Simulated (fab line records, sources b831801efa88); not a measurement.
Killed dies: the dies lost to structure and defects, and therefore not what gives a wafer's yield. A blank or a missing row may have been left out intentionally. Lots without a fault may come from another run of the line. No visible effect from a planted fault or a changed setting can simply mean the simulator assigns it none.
fab line records | flow sky130
[record] lots = 6 wafers = 18 last-day = 50
route steps=708 shown VIA2@510 PAD_OPEN@708
lots with no fault: from the same line, run without faults
start-h: the number of hours between the record's first day and the start of the first shown wafer of the lot | wait-h: hours elapsed since this lot's preceding step | " repeats the value in the row above | L1.1+2: several wafers, shown together as one row | - no value, or no start given | * or withheld: withheld | < > ~ a bound
route shown NAME@n: a module of which the file shows steps, and the number in the route of the first | usual: average and standard deviation across the fault-free wafers | same: alike in all rows | chamber/n: place in a boat | sites: the reading at each site | _std_site: standard deviation across them | _edge_site: the outer-site mean with the inner-site mean subtracted | radius-mm: how far each site lies from the wafer's centre | mask NAME#n: copy n | behind: the tool/chamber that last shaped the wafer | hold: the reason the lot was held/the length of the hold in hours/how it ended | device: names the non-switching transistor (n, p or np) | end of line: the tests these same wafers got at the end of their route | where a step has no rows: the recipe by itself | killed: the dies lost at the first sort to structure and to defects; this is not the yield of the wafer | map: dies across one wafer; x = killed, . = not, _ = none there
set.NAME: setting as actually run; set.NAME@STEP: the setting as run at that earlier step | model.NAME: the simulator's own value behind a step, which no gauge read
lots at some steps of the route; a table a step, a row a wafer
services: from which hour (start-h, from the record's first day; less than 0 if before it) a tool's chamber was out of use, for how many hours, and why
[[steps]]
[step SKY_VIA2_BOW_MEAS_03]
[recipe] mode = bow
[usual] VIA2_BOW = 86/7.7
// columns lot.wafer tool chamber start-h wait-h VIA2_BOW[um]
L616.2 film-metro-01 - 843.93 0.1 72
L616.3 " - " " 89
L616.5 " - " " 81
L621.2 film-metro-02 - 883.10 0.2 91
L621.3 " - " " 94
L621.5 " - " " 81
L628.2 film-metro-02 - 935.41 0.2 83
L628.4 " - " " 82
L628.5 " - " " 75
L627.2 film-metro-04 - 935.89 0.2 86
L627.5 " - " " 91
L627.6 " - " " 98
L632.1 film-metro-02 - 963.50 0.2 85
L632.4 " - " " 77
L632.6 " - " " 83
L634.1 film-metro-02 - 977.70 0.2 81
L634.2 " - " " 80
L634.3 " - " " 90
[step SKY_VIA2_DEHYDRATE_04]
[recipe] temp-c = 200 time-s = 60
[step SKY_VIA2_HMDS_05]
[recipe] prime-time-s = 60 prime-temp-c = 120
[step SKY_VIA2_COAT_06]
[recipe] resist = BARC temp-c = withheld time-s = withheld spin-rpm = 3000 resist-thk-nm = 60
[step SKY_VIA2_COAT_07]
[recipe] resist = KrF-thick spin-rpm = 3000 resist-thk-nm = 450
[step SKY_VIA2_SOFTBAKE_08]
[recipe] temp-c = 100 time-s = 90 resist = KrF-thick
[step SKY_VIA2_EXPOSE_09]
[recipe] mask-id = VIM2 na = 0.8 source-shape = annular sigma-inner = 0.55 sigma-outer = 0.85 target-cd-nm = 200 dose-mj = 38
[step SKY_VIA2_PEB_10]
[recipe] peb-temp-c = withheld peb-time-s = withheld resist = KrF-thick
[step SKY_VIA2_DEVELOP_11]
[recipe] develop-time-s = 60 resist = KrF-thick dev-temp-c = 21
[step SKY_VIA2_CD_MEAS_12]
[recipe] target-cd-nm = 200
[usual] cd-nm = 200.1/1.6
// columns lot.wafer tool chamber start-h wait-h cd-nm
L616.2 cd-sem-01 - 870.16 - 202.5
L616.3 " - " " 203.2
L616.5 " - " " 202.6
L621.2 cd-sem-02 - 908.55 - 197.1
L621.3 " - " " 197.2
L621.5 " - " " 198.1
L628.2 cd-sem-02 - 959.50 - 199.9
L628.4 " - " " 200.9
L628.5 " - " " 201.1
L627.2 cd-sem-02 - 959.91 - 199.8
L627.5 " - " " 200.7
L627.6 " - " " 200.9
L632.1 cd-sem-02 - 986.79 - 200.6
L632.4 " - " " 201.3
L632.6 " - " " 199.5
L634.1 cd-sem-02 - 1001.13 - 199.2
L634.2 " - " " 199.8
L634.3 " - " " 198.4
[step SKY_VIA2_OVL_MEAS_13]
[usual] VIA2_OVL = 3/5.6
// columns lot.wafer tool chamber start-h wait-h VIA2_OVL[nm]
L616.2 overlay-01 - 870.26 0.1 12
L616.3 " - " " 9
L616.5 " - " " 4
L621.2 overlay-01 - 908.66 0.1 3
L621.3 " - " " 0
L621.5 " - " " -4
L628.2 overlay-02 - 959.61 0.1 5
L628.4 " - " " 0
L628.5 " - " " 1
L627.2 overlay-02 - 960.01 0.1 2
L627.5 " - " " 4
L627.6 " - " " 6
L632.1 overlay-02 - 986.91 0.1 -1
L632.4 " - " " 0
L632.6 " - " " 3
L634.1 overlay-01 - 1001.25 0.1 -5
L634.2 " - " " -3
L634.3 " - " " -8
[step SKY_VIA2_ETCH_14]
[recipe] chemistry = N2/H2 target = BARC ion-energy-ev = 200 source-w = 500 bias-w = 100 pressure-mtorr = 30 n2-flow-sccm = 100 h2-flow-sccm = 200 stop-on = SiO2 time-s = 45.9 target-depth-a = 600
[usual] bias-w = 100.01/0.29 drypump-motor-current-A = 5.6/0.59 oes-product-au = 0.854/0.0048 rf-fwd-power-W = 494.7/2.3 throttle-valve-pct = 13.224/0.0097
// columns lot.wafer tool chamber start-h wait-h bias-w drypump-motor-current-A oes-product-au rf-fwd-power-W rf-hours-counter-h throttle-valve-pct
L616.2 rie-diel-03 3 870.29 0.0 100.04 4.8 0.857 495.2 20 13.212
L616.3 " 0 " " 99.93 6.1 0.858 496.1 10 13.232
L616.5 " 3 " " 99.78 4.8 0.845 493.3 - 13.236
L621.2 rie-diel-04 3 908.69 0.0 100.00 5.8 0.856 496.2 9 13.234
L621.3 " 2 " " 99.61 5.6 0.860 496.8 13 13.234
L621.5 " 3 " " 100.11 5.8 0.848 494.7 - 13.237
L628.2 rie-diel-04 1 959.64 0.0 99.93 6.2 0.855 498.5 6 13.228
L628.4 " 0 " " 99.77 6.5 0.863 492.6 15 13.228
L628.5 " 3 " " 99.93 5.8 0.857 491.0 - 13.211
L627.2 rie-diel-03 2 960.04 0.0 100.36 5.7 0.859 495.0 7 13.237
L627.5 " 0 " " 100.01 6.1 0.848 495.6 - 13.230
L627.6 " 1 " " 99.65 5.8 0.852 492.6 - 13.221
L632.1 rie-diel-03 3 986.94 0.0 100.15 4.8 0.854 493.2 22 13.220
L632.4 " 0 " " 100.23 6.1 0.853 497.6 14 13.238
L632.6 " 2 " " 100.67 5.7 0.852 495.4 - 13.224
L634.1 rie-diel-01 1 1001.29 0.0 100.32 6.4 0.855 496.6 1 13.241
L634.2 " 2 " " 99.67 4.8 0.851 494.4 28 13.214
L634.3 " 3 " " 100.03 5.8 0.849 496.7 15 13.220
[step SKY_VIA2_ETCH_15]
[recipe] target = SiO2 chemistry = C4F8/O2/Ar target-depth-nm = 546 stop-on = TiN mask-material = KrF-thick source-w = 1500 bias-w = 1200 pressure-mtorr = 40 c4f8-flow-sccm = withheld O2_flow_sccm = 6 Ar_flow_sccm = 300 time-s = 84
[usual] bias-w = 1200/3.6 oes-product-au = 0.941/0.0048 rf-fwd-power-W = 1491/6.2
// columns lot.wafer tool chamber start-h wait-h bias-w oes-product-au rf-fwd-power-W model.KrF-thick_of_VIA2_COAT_07.thk-nm
L616.2 rie-diel-03 3 870.34 0.0 1200 0.947 1482 280.6
L616.3 " 0 " " 1204 0.944 1493 283.4
L616.5 " 3 " " 1200 0.936 1492 282.2
L621.2 rie-diel-04 3 908.73 0.0 1194 0.944 1490 284.5
L621.3 " 2 " " 1201 0.945 1492 284.9
L621.5 " 3 " " 1200 0.945 1486 286.1
L628.2 rie-diel-04 1 959.68 0.0 1203 0.937 1492 284.5
L628.4 " 0 " " 1200 0.944 1482 284.4
L628.5 " 3 " " 1203 0.947 1489 285.6
L627.2 rie-diel-03 2 960.08 0.0 1207 0.941 1258 289.6
L627.5 " 0 " " 1206 0.941 1257 286.4
L627.6 " 1 " " 1198 0.946 1241 286.8
L632.1 rie-diel-03 3 986.99 0.0 1197 0.941 1236 286.7
L632.4 " 0 " " 1200 0.939 1243 287.1
L632.6 " 2 " " 1201 0.951 1254 288.9
L634.1 rie-diel-01 1 1001.33 0.0 1203 0.940 1498 285.6
L634.2 " 2 " " 1202 0.945 1485 282.5
L634.3 " 3 " " 1200 0.941 1496 284.1
[step SKY_VIA2_STRIP_16]
[recipe] chemistry = O2/N2 power-w = 1400 pressure-mtorr = 1500 platen-temp-c = withheld o2-flow-sccm = 3000 n2-flow-sccm = 300 overash-fraction = 0.5
[usual] drypump-motor-current-A = 5.6/0.5 oes-product-au = 0.399/0.0043 strip-time-to-endpoint-s = 4.053/0.022
// columns lot.wafer tool chamber start-h wait-h drypump-motor-current-A oes-product-au rf-hours-counter-h strip-time-to-endpoint-s
L616.2 plasma-asher-03 0 870.40 0.0 6.5 0.391 13 4.008
L616.3 " 1 " " 5.9 0.402 - 4.044
L616.5 " 1 " " 5.9 0.393 - 4.037
L621.2 plasma-asher-04 1 908.79 0.0 5.1 0.392 106 4.043
L621.3 " 1 " " 5.1 0.395 - 4.055
L621.5 " 0 " " 5.2 0.400 - 4.070
L628.2 plasma-asher-01 0 959.74 0.0 5.2 0.396 80 4.063
L628.4 " 1 " " 5.3 0.401 - 4.066
L628.5 " 1 " " 5.3 0.397 - 4.066
L627.2 plasma-asher-03 1 960.15 0.0 5.9 0.404 22 4.121
L627.5 " 0 " " 6.6 0.403 - 4.065
L627.6 " 1 " " 5.9 0.404 - 4.083
L632.1 plasma-asher-01 1 987.05 0.0 5.4 0.398 83 4.085
L632.4 " 0 " " 5.2 0.404 - 4.078
L632.6 " 1 " " 5.4 0.396 - 4.115
L634.1 plasma-asher-04 1 1001.40 0.0 5.1 0.398 115 4.065
L634.2 " 0 " " 5.2 0.396 115 4.038
L634.3 " 0 " " 5.2 0.394 - 4.046
[step SKY_PAD_OPEN_PROBE_99]
[usual] defect-limited-yield = 82.4/1.9 killed_at_M0_to_M3 = 44/7 killed_at_M4_up = 3.2/1.8 killed-at-contacts = 24/5.1 killed-at-front-end = 15/4.3 killed-at-other = 0.3/0.5 killed-dies = 86/9.6 killed-open = 48/7.1 killed-short = 38/6.7 sort_bin_3_pad_short = 0.9/0.44 sort_bin_5_function = 10.3/1.5 sort_bin_6_memory = 6.4/1.1 sort-n-pass = 406/9.6 sort-yield-pct = 82.4/1.9
[same] gross-dies = 492 killed-at-back-side = 0 sort_bin_4_leakage[%] = 0 sort_bin_8_speed[%] = 0
// columns lot.wafer tool chamber start-h wait-h defect-limited-yield[%] killed_at_M0_to_M3 killed_at_M4_up killed-at-contacts killed-at-front-end killed-at-other killed-dies killed-open killed-short sort_bin_3_pad_short[%] sort_bin_5_function[%] sort_bin_6_memory[%] sort-n-pass sort-yield-pct[%]
L616.2 prober-02 - 1093.07 0.1 81.9 56 0 21 12 0 89 49 40 0.8 11.2 6.1 403 81.9
L616.3 prober-02 - 1093.12 0.2 87.6 39 1 13 8 0 61 30 31 1.0 7.3 4.1 431 87.6
L616.5 prober-02 - 1093.22 0.2 79.5 58 2 24 16 1 101 63 38 0.6 13.0 6.9 391 79.5
L621.2 prober-01 - 1124.31 0.1 82.9 39 6 21 18 0 84 58 25 0.4 9.1 7.5 408 82.9
L621.3 prober-01 - 1124.36 0.2 82.1 39 4 26 19 0 88 54 33 1.6 11.2 5.1 404 82.1
L621.5 prober-01 - 1124.46 0.2 83.1 48 3 22 10 0 83 42 41 0.2 11.8 4.9 409 83.1
L628.2 prober-01 - 1162.81 0.1 86.6 33 5 17 11 0 66 32 34 0.6 7.9 4.9 426 86.6
L628.4 prober-01 - 1162.91 0.2 83.1 39 2 24 18 0 83 47 36 0.6 8.7 7.5 409 83.1
L628.5 prober-01 - 1162.96 0.2 83.3 38 5 24 15 0 82 51 31 1.0 10.0 5.7 410 83.3
L627.2 prober-02 - 1164.10 0.1 83.9 37 0 21 21 0 79 39 37 1.0 9.8 5.3 413 83.9
L627.5 prober-02 - 1164.25 0.2 83.9 38 2 30 8 1 79 43 35 1.2 7.9 6.9 413 83.9
L627.6 prober-02 - 1164.30 0.2 82.9 48 4 15 16 1 84 43 39 1.0 11.2 4.9 408 82.9
L632.1 prober-02 - 1183.74 0.1 80.9 48 3 30 13 0 94 51 43 1.4 10.6 7.1 398 80.9
L632.4 prober-02 - 1183.89 0.2 78.3 54 5 31 17 0 107 61 46 0.8 13.2 7.7 385 78.3
L632.6 prober-02 - 1183.99 0.2 81.1 52 5 22 14 0 93 49 44 0.8 12.2 5.9 399 81.1
L634.1 prober-02 - 1193.20 0.1 82.3 43 3 31 10 0 87 50 36 0.6 10.6 6.5 405 82.3
L634.2 prober-02 - 1193.25 0.1 79.7 51 3 28 17 1 100 47 51 1.2 13.8 5.3 392 79.7
L634.3 prober-02 - 1193.30 0.2 81.5 53 5 21 12 0 91 53 38 0.8 11.6 6.1 401 81.5
// killed by level:class
L616.2 VIA1:geometric-particle:open=10 CONTACT:geometric-particle:open=10 VIA3:geometric-particle:open=10 METAL2:geometric-particle:short=8 VIA2:geometric-particle:open=7 VIA1:geometric-particle:short=6 CONTACT:geometric-particle:short=5 LI_CONTACT:geometric-particle:short=4
L616.3 VIA1:geometric-particle:open=8 VIA2:geometric-particle:open=8 VIA1:geometric-particle:short=7 CONTACT:geometric-particle:open=4 METAL2:geometric-particle:short=4 POLY_GATE:geometric-particle:short=3 LI_CONTACT:geometric-particle:short=3 LI_CONTACT:geometric-particle:open=3
L616.5 VIA1:geometric-particle:open=13 CONTACT:geometric-particle:open=10 VIA2:geometric-particle:open=9 VIA3:geometric-particle:open=9 VIA1:geometric-particle:short=7 POLY_GATE:geometric-particle:open=6 LI_CONTACT:geometric-particle:open=6 METAL3:geometric-particle:short=6
L621.2 VIA1:geometric-particle:open=14 LI_CONTACT:geometric-particle:open=9 CONTACT:geometric-particle:open=9 VIA3:geometric-particle:open=8 FIELD_ISO:geometric-particle:open=6 VIA2:geometric-particle:open=6 FIELD_ISO:geometric-particle:short=4 METAL4:geometric-particle:short=4
L621.3 CONTACT:geometric-particle:open=13 VIA1:geometric-particle:open=12 LI_CONTACT:geometric-particle:open=6 METAL2:geometric-particle:short=5 FIELD_ISO:geometric-particle:short=5 FIELD_ISO:geometric-particle:open=5 POLY_GATE:geometric-particle:open=5 VIA2:geometric-particle:open=4
L621.5 VIA1:geometric-particle:open=12 CONTACT:geometric-particle:open=9 METAL1:geometric-particle:short=7 VIA3:geometric-particle:open=6 VIA2:geometric-particle:open=6 POLY_GATE:geometric-particle:short=4 CONTACT:geometric-particle:short=4 VIA1:geometric-particle:short=4
L628.2 VIA1:geometric-particle:open=6 LOCAL_INTERCONNECT:geometric-particle:short=6 VIA3:geometric-particle:open=6 METAL2:geometric-particle:short=5 VIA2:geometric-particle:open=5 CONTACT:geometric-particle:open=4 CONTACT:geometric-particle:short=4 SPACER:geometric-particle:short=3
L628.4 VIA1:geometric-particle:open=11 CONTACT:geometric-particle:open=8 LI_CONTACT:geometric-particle:open=7 METAL1:geometric-particle:short=6 VIA3:geometric-particle:open=6 POLY_GATE:geometric-particle:open=5 POLY_GATE:geometric-particle:short=5 LOCAL_INTERCONNECT:geometric-particle:short=5
L628.5 LI_CONTACT:geometric-particle:open=12 VIA1:geometric-particle:open=9 METAL1:geometric-particle:short=7 VIA3:geometric-particle:open=6 POLY_GATE:geometric-particle:open=5 CONTACT:geometric-particle:open=5 METAL4:geometric-particle:short=5 METAL1:geometric-particle:open=3
L627.2 FIELD_ISO:geometric-particle:short=10 VIA3:geometric-particle:open=8 LI_CONTACT:geometric-particle:open=7 CONTACT:geometric-particle:open=6 VIA1:geometric-particle:short=6 FIELD_ISO:geometric-particle:open=5 VIA1:geometric-particle:open=5 CONTACT:geometric-particle:short=4
L627.5 LI_CONTACT:geometric-particle:open=9 CONTACT:geometric-particle:open=9 METAL1:geometric-particle:short=9 VIA3:geometric-particle:open=8 VIA2:geometric-particle:open=6 CONTACT:geometric-particle:short=5 METAL2:geometric-particle:short=4 LOCAL_INTERCONNECT:geometric-particle:short=3
L627.6 METAL2:geometric-particle:short=12 VIA1:geometric-particle:open=9 METAL1:geometric-particle:short=6 VIA3:geometric-particle:open=6 POLY_GATE:geometric-particle:open=5 LI_CONTACT:geometric-particle:open=5 VIA3:geometric-particle:short=5 FIELD_ISO:geometric-particle:open=4
L632.1 VIA2:geometric-particle:open=10 LI_CONTACT:geometric-particle:open=9 CONTACT:geometric-particle:open=8 FIELD_ISO:geometric-particle:short=7 LOCAL_INTERCONNECT:geometric-particle:short=7 VIA3:geometric-particle:open=7 VIA1:geometric-particle:short=5 METAL1:geometric-particle:short=5
L632.4 VIA1:geometric-particle:open=11 VIA2:geometric-particle:open=10 LI_CONTACT:geometric-particle:open=9 CONTACT:geometric-particle:open=8 VIA3:geometric-particle:short=8 VIA3:geometric-particle:open=7 FIELD_ISO:geometric-particle:open=6 LI_CONTACT:geometric-particle:short=6
L632.6 VIA1:geometric-particle:open=10 VIA3:geometric-particle:open=9 LI_CONTACT:geometric-particle:open=7 METAL1:geometric-particle:short=7 LOCAL_INTERCONNECT:geometric-particle:short=6 VIA2:geometric-particle:open=6 CONTACT:geometric-particle:open=5 VIA3:geometric-particle:short=5
L634.1 CONTACT:geometric-particle:open=15 VIA2:geometric-particle:open=13 LI_CONTACT:geometric-particle:open=6 VIA1:geometric-particle:open=6 METAL2:geometric-particle:short=5 CONTACT:geometric-particle:short=5 VIA2:geometric-particle:short=4 METAL1:geometric-particle:short=3
L634.2 CONTACT:geometric-particle:open=10 POLY_GATE:geometric-particle:open=8 VIA1:geometric-particle:short=7 VIA1:geometric-particle:open=7 METAL2:geometric-particle:short=7 CONTACT:geometric-particle:short=6 VIA2:geometric-particle:open=6 VIA3:geometric-particle:open=6
L634.3 VIA1:geometric-particle:open=13 VIA2:geometric-particle:open=11 CONTACT:geometric-particle:open=10 METAL2:geometric-particle:short=6 VIA2:geometric-particle:short=6 VIA3:geometric-particle:open=6 FIELD_ISO:geometric-particle:short=5 CONTACT:geometric-particle:short=4
[[services]]
// columns tool chamber start-h hours kind
rie-diel-03 1 849.83 11.1 repair
plasma-asher-03 - 859.04 0.6 repair
rie-diel-04 1 885.74 4.1 repair
plasma-asher-01 - 893.25 1.5 repair
rie-diel-04 - 894.99 0.3 repair
plasma-asher-01 - 899.03 1.9 repair
rie-diel-03 - 899.05 14.6 pm
rie-diel-04 1 900.11 17.0 repair
plasma-asher-01 - 906.18 2.8 pm
rie-diel-01 2 906.71 1.4 repair
rie-diel-03 3 917.58 10.7 repair
rie-diel-03 1 923.96 3.2 repair
rie-diel-03 - 925.28 1.8 repair
rie-diel-01 1 965.56 - clean
rie-diel-01 1 965.56 20.7 scheduled-down
rie-diel-01 1 965.56 20.7 vent-cycle
plasma-asher-03 - 967.52 2.8 pm
plasma-asher-03 - 980.44 4.6 repair
rie-diel-01 0 991.62 27.4 repair
rie-diel-04 0 998.50 10.6 repair
[[key]]
[first-sign] step = SKY_VIA2_ETCH_15 reading = rf-fwd-power-W direction = down sigmas = 39 usual = 1491 struck = 1248
effect none on later readings
[model-effect] step = SKY_VIA2_ETCH_15 value = KrF-thick_of_VIA2_COAT_07.thk-nm without = 280.3 struck = 287.6
met-at SKY_VIA2_ETCH_15
struck-wafers L627.2,L627.5,L627.6,L632.1,L632.4,L632.6
onset-between 870.34 960.08
[fault] kind = process-parameter-drift tool = rie-diel-03 chamber = - onset-h = 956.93 steps = SKY_VIA2_ETCH_15 channel = source-w offset = -240 shape = step end-h = 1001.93 acts-in = these-recipes-only stated = 1500
